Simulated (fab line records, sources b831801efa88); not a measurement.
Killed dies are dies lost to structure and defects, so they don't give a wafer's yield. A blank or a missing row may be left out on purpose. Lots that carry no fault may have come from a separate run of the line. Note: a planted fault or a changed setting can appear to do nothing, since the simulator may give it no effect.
fab line records ; flow sfq_line ; part 2 of 2: steps 23 to 31 of 31
record: lots: 5; wafers: 15; last_day: 88
route steps=325 shown I5@233 C5@240 M6@251
lots that met no fault: taken from a fault-free run of the same line
start_h: start of the lot's first displayed wafer, in hours after the record's first day ; wait_h: hours elapsed since this lot's preceding step ; " unchanged from the row above ; L1.1+2: one row covering several wafers at once ; - no value, or no start was given ; * or withheld: withheld ; < > ~ a bound
route shown NAME@n: a module of which the file shows steps, and the number in the route of the first ; usual: the fault-free wafers' mean and standard deviation ; same: alike in all rows ; chamber/n: place in a boat ; sites: the reading at each site ; _std_site: standard deviation across them ; _edge_site: outer sites' mean less inner sites' ; radius_mm: how far each site lies from the wafer's centre ; mask NAME#n: copy n ; behind: the last tool/chamber to shape the wafer ; hold: what put the lot on hold/how long, in hours/how the hold closed ; device: the n, p or np transistor that did not switch ; end of line: the tests these same wafers got at the end of their route ; a step with no rows: only its recipe ; killed: at the first sort, the dies lost to defects and structure; wafer yield is something else ; map: shows each die of a wafer: x if killed, . if not, _ if none is there
set.NAME: the setting as run; set.NAME@STEP: as run at that earlier step ; model.NAME: the simulator's own value behind a step, which no gauge read
lots at some steps of the route; a table a step, a row a wafer
services: a tool's chamber out of use, with start hour (start_h, from the record's first day; less than 0 if before it), hours out, and reason
== steps ==
step: SFQ_TRILAYER_M6_LITHO_COAT_159
recipe: resist: KrF; spin_rpm: 3000; resist_thk_nm: 600
usual: chill_plate_temp_C: 22.99/0.099; spin_speed_rpm: 3000.1/2
lot.wafer;tool;chamber;start_h;wait_h;chill_plate_temp_C;spin_speed_rpm
L074.2;litho_track-02;0;1674.39;0.2;23.06;2999.9
L074.3;litho_track-02;0;1674.39;0.2;22.98;3001.5
L074.6;litho_track-02;0;1674.39;0.2;23.01;2997.4
L090.1;litho_track-03;0;1720.95;0.2;23.01;2999.6
L090.3;litho_track-03;0;1720.95;0.2;23.17;2999.9
L090.4;litho_track-03;0;1720.95;0.2;23.12;3001.9
L095.1;litho_track-01;0;1917.17;0.2;22.85;2999.9
L095.4;litho_track-01;0;1917.17;0.2;22.95;3000.6
L095.5;litho_track-01;0;1917.17;0.2;22.95;2999.8
L096.3;litho_track-02;0;1917.87;0.2;22.99;2999.9
L096.5;litho_track-02;0;1917.87;0.2;23.04;2997.6
L096.6;litho_track-02;0;1917.87;0.2;23.07;3004.5
L097.3;litho_track-02;0;1940.77;0.2;23.14;3003.3
L097.4;litho_track-02;0;1940.77;0.2;23.05;3003.1
L097.6;litho_track-02;0;1940.77;0.2;23.11;2995.8
step: SFQ_TRILAYER_M6_LITHO_SOFTBAKE_163
recipe: temp_c: withheld; time_s: withheld; resist: KrF
usual: chill_plate_temp_C: *
lot.wafer;tool;chamber;start_h;wait_h;chill_plate_temp_C
L074.2;litho_track-02;0;1674.67;0.2;*
L074.3;litho_track-02;0;1674.67;0.2;*
L074.6;litho_track-02;0;1674.67;0.2;*
L090.1;litho_track-03;0;1721.25;0.2;*
L090.3;litho_track-03;0;1721.25;0.2;*
L090.4;litho_track-03;0;1721.25;0.2;*
L095.1;litho_track-01;0;1917.47;0.2;*
L095.4;litho_track-01;0;1917.47;0.2;*
L095.5;litho_track-01;0;1917.47;0.2;*
L096.3;litho_track-02;0;1918.12;0.2;*
L096.5;litho_track-02;0;1918.12;0.2;*
L096.6;litho_track-02;0;1918.12;0.2;*
L097.3;litho_track-02;0;1941.02;0.2;*
L097.4;litho_track-02;0;1941.02;0.2;*
L097.6;litho_track-02;0;1941.02;0.2;*
step: SFQ_TRILAYER_M6_LITHO_EXPOSE_160
recipe: mask_id: M6; na: 0.6; source_shape: conventional; sigma_outer: 0.65; target_cd_nm: 500; dose_mj: 14.4
usual: exposure_dose_mJ_cm2: 14.399/0.015
lot.wafer;tool;chamber;start_h;wait_h;mask;exposure_dose_mJ_cm2
L074.2;krf_scanner-02;0;1793.36;-;M6#0;14.412
L074.3;krf_scanner-02;0;1793.36;-;M6#0;14.397
L074.6;krf_scanner-02;0;1793.36;-;M6#0;14.409
L090.1;krf_scanner-02;0;1841.16;-;M6#0;14.382
L090.3;krf_scanner-02;0;1841.16;-;M6#0;14.367
L090.4;krf_scanner-02;0;1841.16;-;M6#0;14.368
L095.1;krf_scanner-02;0;1917.62;-;M6#0;14.395
L095.4;krf_scanner-02;0;1917.62;-;M6#0;14.396
L095.5;krf_scanner-02;0;1917.62;-;M6#0;14.401
L096.3;krf_scanner-02;0;1919.22;-;M6#0;14.404
L096.5;krf_scanner-02;0;1919.22;-;M6#0;14.401
L096.6;krf_scanner-02;0;1919.22;-;M6#0;14.404
L097.3;krf_scanner-02;0;1955.84;-;M6#0;14.389
L097.4;krf_scanner-02;0;1955.84;-;M6#0;14.372
L097.6;krf_scanner-02;0;1955.84;-;M6#0;14.383
step: SFQ_TRILAYER_M6_LITHO_PEB_162
recipe: peb_temp_c: 115; peb_time_s: 60; resist: KrF
usual: chill_plate_temp_C: 23.02/0.12; plate_temp_C: 115.06/0.14
lot.wafer;tool;chamber;start_h;wait_h;chill_plate_temp_C;plate_temp_C
L074.2;litho_track-03;0;1794.38;0.8;22.92;115.02
L074.3;litho_track-03;0;1794.38;0.8;23.01;115.18
L074.6;litho_track-03;0;1794.38;0.8;23.14;114.98
L090.1;litho_track-02;0;1842.36;1.0;23.19;115.03
L090.3;litho_track-02;0;1842.36;1.0;23.34;115.05
L090.4;litho_track-02;0;1842.36;1.0;23.20;115.17
L095.1;litho_track-02;0;1918.82;1.0;23.24;115.20
L095.4;litho_track-02;0;1918.82;1.0;23.27;115.15
L095.5;litho_track-02;0;1918.82;1.0;23.08;115.19
L096.3;litho_track-02;0;1920.07;0.7;22.90;115.00
L096.5;litho_track-02;0;1920.07;0.7;23.13;114.96
L096.6;litho_track-02;0;1920.07;0.7;23.09;115.00
L097.3;litho_track-03;0;1956.69;0.7;23.07;114.91
L097.4;litho_track-03;0;1956.69;0.7;22.94;115.10
L097.6;litho_track-03;0;1956.69;0.7;22.98;114.92
step: SFQ_TRILAYER_M6_LITHO_DEVELOP_161
recipe: time_s: 60; resist: KrF
usual: chill_plate_temp_C: 23.00/0.11
lot.wafer;tool;chamber;start_h;wait_h;chill_plate_temp_C
L074.2;litho_track-03;0;1794.53;0.1;23.18
L074.3;litho_track-03;0;1794.53;0.1;23.01
L074.6;litho_track-03;0;1794.53;0.1;23.10
L090.1;litho_track-02;0;1842.51;0.1;22.95
L090.3;litho_track-02;0;1842.51;0.1;22.98
L090.4;litho_track-02;0;1842.51;0.1;23.03
L095.1;litho_track-02;0;1918.97;0.1;23.15
L095.4;litho_track-02;0;1918.97;0.1;22.94
L095.5;litho_track-02;0;1918.97;0.1;23.00
L096.3;litho_track-02;0;1920.22;0.1;23.09
L096.5;litho_track-02;0;1920.22;0.1;23.12
L096.6;litho_track-02;0;1920.22;0.1;23.14
L097.3;litho_track-03;0;1956.84;0.1;22.79
L097.4;litho_track-03;0;1956.84;0.1;22.73
L097.6;litho_track-03;0;1956.84;0.1;22.82
step: SFQ_M6_OVL_MEAS_940
usual: M6_OVL: 2/5.4
lot.wafer;tool;chamber;start_h;wait_h;M6_OVL[nm]
L074.2;overlay-01;-;1794.67;0.1;6
L074.3;overlay-01;-;1794.67;0.1;-1
L074.6;overlay-01;-;1794.67;0.1;2
L090.1;overlay-02;-;1842.66;0.1;10
L090.3;overlay-02;-;1842.66;0.1;8
L090.4;overlay-02;-;1842.66;0.1;12
L095.1;overlay-01;-;1919.12;0.1;-5
L095.4;overlay-01;-;1919.12;0.1;-1
L095.5;overlay-01;-;1919.12;0.1;-8
L096.3;overlay-01;-;1920.33;0.1;16
L096.5;overlay-01;-;1920.33;0.1;2
L096.6;overlay-01;-;1920.33;0.1;5
L097.3;overlay-02;-;1956.95;0.1;-1
L097.4;overlay-02;-;1956.95;0.1;-5
L097.6;overlay-02;-;1956.95;0.1;1
step: SFQ_TRILAYER_M6_BARC_OPEN_METAL_ETCH_206
recipe: mask_material: PR; chemistry: O2; target_depth_nm: 125; target: BARC; icp_w: 600; bias_w: 80; pressure_mtorr: 10; time_s: 41.7
usual: drypump_motor_current_A: 5.9/0.32; he_backside_leak_sccm: 3.52/0.25; oes_product_au: 0.685/0.0043
lot.wafer;tool;chamber;start_h;wait_h;drypump_motor_current_A;he_backside_leak_sccm;oes_product_au;rf_hours_counter_h
L074.2;rie_metal-02;0;1794.70;0.0;5.7;3.61;0.685;13
L074.3;rie_metal-02;0;1794.70;0.0;5.7;3.60;0.690;-
L074.6;rie_metal-02;1;1794.70;0.0;5.4;3.58;0.684;-
L090.1;rie_metal-04;1;1842.70;0.0;5.9;3.56;0.689;134
L090.3;rie_metal-04;0;1842.70;0.0;5.8;3.52;0.688;-
L090.4;rie_metal-04;1;1842.70;0.0;5.9;3.37;0.690;-
L095.1;rie_metal-02;0;1919.15;0.0;5.7;3.39;0.689;30
L095.4;rie_metal-02;1;1919.15;0.0;5.4;3.55;0.687;-
L095.5;rie_metal-02;0;1919.15;0.0;5.7;3.42;0.685;-
L096.3;rie_metal-04;0;1920.37;0.0;5.8;3.86;0.682;-
L096.5;rie_metal-04;0;1920.37;0.0;5.8;3.68;0.692;-
L096.6;rie_metal-04;1;1920.37;0.0;5.9;3.59;0.688;-
L097.3;rie_metal-03;0;1956.99;0.0;6.5;3.97;0.681;-
L097.4;rie_metal-03;1;1956.99;0.0;6.0;2.92;0.681;-
L097.6;rie_metal-03;0;1956.99;0.0;6.5;3.41;0.683;-
step: SFQ_TRILAYER_M6_ETCH_METAL_ETCH_162
recipe: target: Nb; stop_on: SiO2; mask_material: PR; chemistry: Cl2/Ar; target_depth_nm: 240; icp_w: 600; bias_w: 80; pressure_mtorr: 10; time_s: 120
usual: drypump_motor_current_A: 5.9/0.33; he_backside_leak_sccm: 3.56/0.23; oes_product_au: 0.894/0.007
lot.wafer;tool;chamber;start_h;wait_h;drypump_motor_current_A;he_backside_leak_sccm;oes_product_au;rf_hours_counter_h
L074.2;rie_metal-02;0;1794.75;0.0;5.7;3.62;0.897;13
L074.3;rie_metal-02;0;1794.75;0.0;5.7;3.35;0.886;-
L074.6;rie_metal-02;1;1794.75;0.0;5.4;3.45;0.886;-
L090.1;rie_metal-04;1;1842.75;0.0;5.9;3.24;0.893;135
L090.3;rie_metal-04;0;1842.75;0.0;5.8;3.49;0.901;-
L090.4;rie_metal-04;1;1842.75;0.0;5.9;3.23;0.900;-
L095.1;rie_metal-02;0;1919.21;0.0;5.8;3.57;0.900;30
L095.4;rie_metal-02;1;1919.21;0.0;5.4;3.46;0.903;-
L095.5;rie_metal-02;0;1919.21;0.0;5.7;3.67;0.896;-
L096.3;rie_metal-04;0;1920.45;0.1;5.8;3.50;0.880;-
L096.5;rie_metal-04;0;1920.45;0.1;5.8;3.18;0.886;-
L096.6;rie_metal-04;1;1920.45;0.1;5.9;3.34;0.892;-
L097.3;rie_metal-03;0;1957.08;0.1;6.5;3.50;0.889;-
L097.4;rie_metal-03;1;1957.08;0.1;6.0;2.80;0.894;-
L097.6;rie_metal-03;0;1957.08;0.1;6.4;3.70;0.886;-
step: SFQ_TRILAYER_M6_STRIP_STRIP_163
recipe: gas: O2; power_w: 200; platen_temp_c: 40; overash_fraction: 0.65; chemistry: O2; pressure_mtorr: 50
usual: drypump_motor_current_A: 5.9/0.32; he_backside_leak_sccm: 3.6/0.34; oes_product_au: 1.003/0.0087
lot.wafer;tool;chamber;start_h;wait_h;drypump_motor_current_A;he_backside_leak_sccm;oes_product_au;rf_hours_counter_h
L074.2;rie_metal-02;0;1794.88;0.1;5.6;3.4;0.999;13
L074.3;rie_metal-02;0;1794.88;0.1;5.7;3.3;0.995;-
L074.6;rie_metal-02;1;1794.88;0.1;5.4;3.6;0.994;-
L090.1;rie_metal-04;1;1842.88;0.1;5.9;3.2;0.987;135
L090.3;rie_metal-04;0;1842.88;0.1;5.8;3.1;0.995;-
L090.4;rie_metal-04;1;1842.88;0.1;5.9;3.7;0.992;-
L095.1;rie_metal-02;0;1919.34;0.1;5.7;3.3;0.990;30
L095.4;rie_metal-02;1;1919.34;0.1;5.4;3.7;1.007;-
L095.5;rie_metal-02;0;1919.34;0.1;5.7;3.2;0.997;-
L096.3;rie_metal-04;0;1920.74;0.2;5.8;3.5;1.006;-
L096.5;rie_metal-04;0;1920.74;0.2;5.8;3.3;1.009;-
L096.6;rie_metal-04;1;1920.74;0.2;5.9;3.3;1.016;-
L097.3;rie_metal-03;0;1957.36;0.2;6.4;3.5;0.988;-
L097.4;rie_metal-03;1;1957.36;0.2;6.0;3.0;0.994;-
L097.6;rie_metal-03;0;1957.36;0.2;6.5;3.6;0.990;-
== services ==
tool;chamber;start_h;hours;kind
rie_metal-02;-;1529.40;0.8;repair
krf_scanner-02;-;1533.53;1.0;pm
krf_scanner-02;-;1572.42;1.3;pm
krf_scanner-02;-;1573.72;4.0;pm
rie_diel-04;2;1583.18;6.8;repair
rie_metal-02;-;1632.35;2.8;pm
rie_metal-04;0;1660.49;6.5;repair
rie_metal-04;1;1662.43;19.2;repair
rie_metal-02;1;1674.84;10.0;repair
krf_scanner-02;-;1680.94;0.8;pm
rie_metal-04;-;1695.41;1.2;repair
krf_scanner-02;-;1702.92;1.0;pm
rie_diel-04;0;1716.97;6.8;repair
rie_diel-04;3;1727.62;22.0;repair
krf_scanner-02;-;1737.33;0.4;repair
krf_scanner-02;-;1747.46;1.3;pm
rie_diel-04;-;1776.47;2.8;pm
rie_diel-04;1;1798.58;10.6;repair
rie_diel-04;1;1821.77;6.1;repair
krf_scanner-02;-;1850.76;0.8;pm
rie_diel-04;0;1869.73;4.6;repair
krf_scanner-02;-;1879.84;1.0;pm
krf_scanner-02;-;1923.33;1.3;pm
rie_metal-02;1;1943.80;9.8;repair
